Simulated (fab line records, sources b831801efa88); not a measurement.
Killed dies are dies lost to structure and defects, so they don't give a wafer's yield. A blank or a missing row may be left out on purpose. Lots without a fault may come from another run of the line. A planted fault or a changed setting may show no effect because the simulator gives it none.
One fault seen from 2 desks | flow gf180mcu | each desk has only its own numbers; what lay behind them comes last

THE METROLOGY DESK
What the gauges read, lot by lot, whatever tool the lot ran on: means of the sampled wafers that have a number. A lot is out of limits, marked OUT, if its mean lies more than 4 standard deviations from the usual mean; the brackets give that distance.
Columns: A = HV_LDD_01_OVL at GF_HV_LDD_OVL_MEAS_20, usual 0.5 nm
lot  | first seen here | A
L888 | day 10 20:07    | 0.6
L889 | day 11 04:01    | 1.0
L891 | day 11 21:14    | -2.6
L893 | day 12 10:13    | 1.2
L894 | day 12 17:49    | 1.2
L896 | day 13 07:13    | 0.2
L897 | day 13 13:23    | -0.3
L898 | day 13 22:55    | 2.1
L900 | day 14 14:20    | -0.2
L905 | day 16 02:31    | 40.7 (+29) OUT
L906 | day 16 12:25    | 42.8 (+30) OUT
L909 | day 17 14:56    | 1.4
L911 | day 18 03:33    | 0.8
This desk's finding: out of limits on L905, L906; first on L905, day 16 02:31 (HV_LDD_01_OVL at GF_HV_LDD_OVL_MEAS_20). In limits: L888, L889, L891, L893, L894, L896, L897, L898, L900, L909, L911.

THE TOOL OWNER'S DESK: iline_stepper-01
The tool's own readings at GF_HV_LDD_EXPOSE_16 (exposes mask Pplus LV AREA, target cd 400 nm): means of the sampled wafers that have a number, for each lot that ran on this tool. A lot is out of limits, marked OUT, if its mean lies more than 4 standard deviations from the usual mean; the brackets give that distance.
Columns: A = reticle_temp_C at GF_HV_LDD_EXPOSE_16, usual 23.02 C
lot  | first seen here | A
L888 | day 10 10:59    | 23.01
L889 | day 10 18:49    | 22.96
L891 | day 11 12:04    | 23.17
L898 | day 13 13:05    | 22.99
L905 | day 15 16:44    | 22.98
L906 | day 16 01:28    | 22.95
This desk's finding: nothing out of limits on any of the 6 lots.

PUT TOGETHER
The metrology desk could have raised an alarm at day 16 02:31, on L905, L906.
The tool owner's desk saw nothing out of limits.
The tool owner's desk has L905, L906 on record, within its limits.
Of the lots named, all ran GF_HV_LDD_EXPOSE_16 on iline_stepper-01.

WHAT THE SIMULATOR HAD PUT IN
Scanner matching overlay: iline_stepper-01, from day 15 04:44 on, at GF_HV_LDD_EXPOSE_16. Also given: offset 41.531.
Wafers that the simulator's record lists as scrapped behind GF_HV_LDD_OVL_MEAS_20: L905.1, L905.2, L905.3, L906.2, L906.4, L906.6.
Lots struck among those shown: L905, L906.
Hours from the fault's start to each desk's first reading out of limits: the metrology desk, 22.
